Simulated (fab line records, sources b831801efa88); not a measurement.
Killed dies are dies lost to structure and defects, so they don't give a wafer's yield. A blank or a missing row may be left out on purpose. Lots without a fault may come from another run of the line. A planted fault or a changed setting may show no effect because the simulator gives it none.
Chamber matching | flow gf180mcu | GF_V1_CVD_02 on pecvd-03: 3 sister chambers
The step deposits SiO2 from TEOS, target thk 850 nm, time 94.851 s. 6 wafers are shown with their chamber, then 7 later ones without.

WAFERS WITH THEIR CHAMBER
wafer  | chamber | heater_power_w (W)
L488.3 | 0       | 679
L488.6 | 2       | 806
L493.1 | 2       | 772
L493.5 | 1       | 528
L494.1 | 1       | 547
L494.3 | 0       | 643

WAFERS WITHOUT THEIR CHAMBER
wafer  | heater_power_w (W)
L494.6 | 692
L497.1 | 720
L497.2 | 551
L497.6 | 690
L499.1 | 600
L499.3 | 505
L499.5 | 524

WHICH CHAMBER EACH WENT THROUGH
wafer  | from the rows above     | in truth
L494.6 | 0                       | 0
L497.1 | can't be placed: 0 or 2 | 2
L497.2 | 1                       | 1
L497.6 | 0                       | 0
L499.1 | can't be placed: 0 or 1 | 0
L499.3 | 1                       | 1
L499.5 | 1                       | 1
Placed correctly: 5 of 7. Can't be placed from these rows: 2 (the true chamber is among the candidates in 2). Placed wrongly: 0.
How it was worked out, from the rows above alone: a wafer's distance from a chamber is the root of the sum, over the readings, of the square of ((its reading less the chamber's mean) divided by the reading's scatter). The wafer belongs to the nearest chamber; if the next one is less than 2 further off, it can't be placed. A chamber's mean is the mean of its shown wafers. The scatter: the root of (the sum of the squares of (reading less its chamber's mean) over the shown wafers, divided by (wafers less chambers)).
